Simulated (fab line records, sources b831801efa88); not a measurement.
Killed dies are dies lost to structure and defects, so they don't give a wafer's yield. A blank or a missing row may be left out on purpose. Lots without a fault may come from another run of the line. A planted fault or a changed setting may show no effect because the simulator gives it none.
Which tool did it? | flow sky130 | 12 lots, 36 wafers sampled, at 5 steps of a route of 708

WHAT THE GAUGES READ, wafer by wafer
SKY_CAP2M_THK_MEAS_01. Usual: CAP2M_CVD_00_THK 15.49 nm, standard deviation 0.2.
lot  | measured     | on            | CAP2M_CVD_00_THK (nm) | flag
L589 | day 40 01:10 | film_metro-02 | 15.34 15.44 15.45     |
L590 | day 40 01:28 | film_metro-04 | 15.12 15.39 15.53     |
L594 | day 41 05:19 | film_metro-02 | 15.21 15.51 15.46     |
L596 | day 41 17:12 | film_metro-02 | 15.46 15.54 15.69     |
L595 | day 41 17:34 | film_metro-02 | 15.44 15.70 15.76     |
L603 | day 43 10:23 | film_metro-01 | 15.14 15.72 15.64     |
L602 | day 43 14:07 | film_metro-01 | 15.22 15.10 15.68     |
L601 | day 43 16:02 | film_metro-02 | 15.82 15.73 15.69     |
L607 | day 44 22:34 | film_metro-04 | 15.34 15.62 15.62     |
L610 | day 45 14:34 | film_metro-02 | 15.48 15.44 16.05     |
L611 | day 45 22:44 | film_metro-02 | 15.38 15.68 15.51     |
L612 | day 46 01:14 | film_metro-01 | 15.57 15.63 15.73     |

SKY_VIA4_OVL_MEAS_11. Usual: VIA4_OVL -0.4 nm, standard deviation 1.4.
lot  | measured     | on         | VIA4_OVL (nm)  | flag
L589 | day 43 02:41 | overlay-02 | -2.0 -2.2 -2.2 |
L590 | day 43 02:58 | overlay-02 | 0.7 1.9 0.4    |
L594 | day 44 03:56 | overlay-02 | -1.0 0.0 -1.0  |
L596 | day 44 15:55 | overlay-02 | -1.0 -1.5 -1.5 |
L595 | day 44 16:34 | overlay-02 | -0.8 0.4 0.0   |
L603 | day 46 05:23 | overlay-01 | -2.6 -3.0 -1.9 |
L602 | day 46 08:50 | overlay-02 | 2.1 0.7 -0.1   |
L601 | day 46 11:15 | overlay-02 | 0.4 0.3 -1.7   |
L607 | day 47 14:28 | overlay-01 | -0.5 -0.5 -2.2 |
L610 | day 48 04:22 | overlay-02 | 0.2 0.7 -1.0   |
L611 | day 48 12:20 | overlay-01 | 1.0 1.6 1.6    |
L612 | day 48 14:14 | overlay-01 | 0.8 -0.2 -0.3  |

SKY_PASSIVATION_THK_MEAS_01. Usual: PASSIVATION_CVD_00_THK 90.1 nm, standard deviation 1.1.
lot  | measured     | on            | PASSIVATION_CVD_00_THK (nm) | flag
L589 | day 44 03:11 | film_metro-02 | 89.1 89.2 89.5              |
L590 | day 44 03:28 | film_metro-02 | 88.5 88.8 91.3              |
L594 | day 45 03:56 | film_metro-04 | 89.0 91.6 90.5              |
L596 | day 45 15:32 | film_metro-02 | 88.7 89.4 90.2              |
L595 | day 45 16:22 | film_metro-04 | 89.9 89.7 90.9              |
L603 | day 47 05:04 | film_metro-03 | 89.2 90.3 90.5              |
L602 | day 47 07:19 | film_metro-02 | 88.4 89.5 89.7              |
L601 | day 47 09:44 | film_metro-02 | 90.6 91.2 90.7              |
L607 | day 48 12:23 | film_metro-03 | 89.7 89.5 91.5              |
L610 | day 49 01:23 | film_metro-02 | 93.1 88.1 90.0              |
L611 | day 49 08:50 | film_metro-03 | 94.0 92.3 91.6              |
L612 | day 49 10:35 | film_metro-04 | 89.2 91.9 91.1              |

WHICH TOOL RAN EACH LOT (tool, then ch and the chambers of the sampled wafers, then the start)
lot  | SKY_METAL4_ETCH_17                 | SKY_PASSIVATION_CVD_00
L589 | rie_diel-04 ch 1,2, day 42 02:04   | pecvd-01 ch 1,2, day 44 03:08
L590 | rie_diel-03 ch 0,1,2, day 42 02:24 | pecvd-04 ch 0,1, day 44 03:26
L594 | rie_diel-03 ch 0,1, day 43 04:00   | pecvd-02 ch 0,2, day 45 03:55
L596 | rie_diel-04 ch 0,1,3, day 43 16:21 | pecvd-01 ch 0,1,2, day 45 15:31
L595 | rie_diel-04 ch 0,2,3, day 43 17:12 | pecvd-04 ch 1,2, day 45 16:21
L603 | rie_diel-03 ch 0,1,3, day 45 06:45 | pecvd-02 ch 0,1, day 47 05:02
L602 | rie_diel-03 ch 0,1, day 45 10:09   | pecvd-04 ch 0,1, day 47 07:17
L601 | rie_diel-04 ch 0,1, day 45 12:50   | pecvd-01 ch 0,1,2, day 47 09:41
L607 | rie_diel-02 ch 0,1,2, day 46 16:54 | pecvd-01 ch 0,1,2, day 48 12:22
L610 | rie_diel-02 ch 0,3, day 47 07:52   | pecvd-01 ch 0,2, day 49 01:22
L611 | rie_diel-02 ch 0,1, day 47 15:57   | pecvd-01 ch 0,1,2, day 49 08:47
L612 | rie_diel-02 ch 1,3, day 47 18:13   | pecvd-04 ch 0,2, day 49 10:33
- SKY_METAL4_ETCH_17: etches SiO2 in C4F8/O2/Ar, stops on TiN, time 3.9 s, target depth 15 nm.
- SKY_PASSIVATION_CVD_00: deposits SiO2, target thk 90 nm.

WHAT THE TOOLS THEMSELVES READ (means of the sampled wafers that have a number; where no wafer has one, the mark that the record gives instead)
SKY_METAL4_ETCH_17. Usual: oes_product_au 0.754 a.u., standard deviation 0.0067.
lot  | tool        | oes_product_au (a.u.) | flag
L589 | rie_diel-04 | 0.752                 |
L590 | rie_diel-03 | 0.745                 |
L594 | rie_diel-03 | 0.753                 |
L596 | rie_diel-04 | 0.752                 |
L595 | rie_diel-04 | 0.754                 |
L603 | rie_diel-03 | 0.754                 |
L602 | rie_diel-03 | 0.751                 |
L601 | rie_diel-04 | 0.760                 |
L607 | rie_diel-02 | 0.758                 |
L610 | rie_diel-02 | 0.763                 |
L611 | rie_diel-02 | 0.756                 |
L612 | rie_diel-02 | 0.760                 |

SKY_PASSIVATION_CVD_00. Usual: heater_power_w 690 W, standard deviation 85; rf_fwd_power_W 589 W, standard deviation 3.
lot  | tool     | heater_power_w (W) | rf_fwd_power_W (W) | flag
L589 | pecvd-01 | 657                | 589                |
L590 | pecvd-04 | 798                | 587                |
L594 | pecvd-02 | 685                | 588                |
L596 | pecvd-01 | 673                | 588                |
L595 | pecvd-04 | 794                | 588                |
L603 | pecvd-02 | 717                | 589                |
L602 | pecvd-04 | 625                | 588                |
L601 | pecvd-01 | 688                | 587                |
L607 | pecvd-01 | 679                | 588                |
L610 | pecvd-01 | 651                | 622                | OFF
L611 | pecvd-01 | 635                | 620                | OFF
L612 | pecvd-04 | 653                | 590                |

THE ANSWER, worked out from the rows above alone
Rule: a lot is off if the mean of its wafers that have a number lies more than 3 standard deviations from the usual mean. A lot without any number at a reading at which 4 lots or more have one is off too. The other lots that the step has rows for count as sound. The gauges are gone through in route order, then the tools' own readings, and for those a lot's mean is taken as printed above. The first step at which some lot is off is used, and at that step the reading that is off furthest; a lot without a number counts as furthest.
Off: L610, L611, at SKY_PASSIVATION_CVD_00 (rf_fwd_power_W).
A tool fits if, at that step or a process step before it, it ran every lot that is off, and no sound lot after the first of them. One fits: pecvd-01 at SKY_PASSIVATION_CVD_00. Its last sound lot is L607 (day 48 12:22), its first lot that is off L610 (day 49 01:22): a fault that began between those two fits.
The tool's own readings at SKY_PASSIVATION_CVD_00 bear it out: on the lots that are off they differ by more than 5 times the standard deviation of the sound lots' means. rf_fwd_power_W reads 621 W there against 588 W on the sound lots.

WHAT THE SIMULATOR HAD PUT IN
Process parameter drift: pecvd-01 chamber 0, from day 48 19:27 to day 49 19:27, at SKY_PASSIVATION_CVD_00. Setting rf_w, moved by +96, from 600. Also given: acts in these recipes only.
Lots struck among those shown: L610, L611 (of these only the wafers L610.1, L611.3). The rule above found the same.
